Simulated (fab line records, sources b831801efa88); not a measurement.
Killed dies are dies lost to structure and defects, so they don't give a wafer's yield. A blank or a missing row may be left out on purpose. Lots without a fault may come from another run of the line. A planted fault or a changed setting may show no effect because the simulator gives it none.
Problem report in the 8D (eight disciplines) form, filled by code | flow gf180mcu | the parts of the form that need people (team, actions taken, sign-off) are left out

1. THE PROBLEM
cd_nm at GF_POLY_GATE_CD_MEAS_10 reads a mean of 266.1 nm on 4 wafers of 3 lots; wafers without a fault read 280.3 nm with a standard deviation of 1.6. That is -8.8 standard deviations from the usual mean.
The step: target cd 280 nm.
First seen on wafer L611.2, day 11 00:10, on cd_sem-01. The record holds 33 wafers of 12 lots with a number at this step. Rule for "out", or "out of limits": more than 4 standard deviations from the usual mean. The other wafers with a number count as sound.

2. WHAT IT IS AND WHAT IT IS NOT
question                    | is                             | is not
which readings at this step | cd_nm                          | -
which lots                  | L611, L612, L614               | L608, L609, L622, L623, L624, L625, L626, L627, L628
which wafers of those lots  | L611.2, L612.2, L614.2, L614.5 | L611.6, L612.6
read on which gauges        | cd_sem-01, cd_sem-02           | -
when                        | from day 11 00:10              | up to then (7 sound wafers); but 22 sound wafers of L612, L622, L623, L624, L625, L626, L627, L628 came after

3. SUSPECTS, AND WHAT RULES EACH OUT
Counting: a tool at a process step up to the reading stays a suspect if it ran every lot that is out. Sound lots after the first of them don't rule it out here, since some wafers of a struck lot are sound.
- the gauge at GF_POLY_GATE_CD_MEAS_10: ruled out. The wafers that are out were read on 2 gauges (cd_sem-01, cd_sem-02).
- krf_scanner-01 at GF_POLY_GATE_EXPOSE_07 (exposes mask Poly2, target cd 280 nm): kept. It ran every lot that is out, first L611 (day 10 15:14); its last sound lot up to then is L609 (day 9 22:04).
Left after counting: krf_scanner-01 at GF_POLY_GATE_EXPOSE_07.

4. THE CAUSE (what the simulator had put in)
Process parameter drift: krf_scanner-01, from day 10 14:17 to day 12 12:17, at GF_POLY_GATE_EXPOSE_07. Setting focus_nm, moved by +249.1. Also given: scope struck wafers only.
Counting left only this tool.

5. THE CHAIN OF EFFECTS, in route order
Each row: a reading whose mean over the struck wafers that have a number lies more than 3 standard deviations from the usual. Only readings for which the record gives a usual standard deviation are gone through. hours: the time from each lot's start at the first step in this table that gives one to its start at this step, as a median over the lots. sigmas: the change in usual standard deviations.
hours | step                    | reading | usual    | on struck wafers | change | sigmas
0     | GF_POLY_GATE_CD_MEAS_10 | cd_nm   | 280.3 nm | 266.1            | -14.2  | -8.8

6. WHAT WOULD HAVE CAUGHT IT SOONER
In this record the first reading out of limits at a measuring or inspecting step was taken at day 11 00:10, 10 hours after the fault began at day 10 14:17.
Of the tool readings at GF_POLY_GATE_EXPOSE_07 for which the record gives a usual standard deviation, none was out on any struck wafer, so an alarm limit of 4 standard deviations on them would not have fired.
Of the lots that are out (3), L612, L614 began GF_POLY_GATE_EXPOSE_07 on krf_scanner-01 after day 11 00:10. A hold on the tool at that time would have spared those 2.
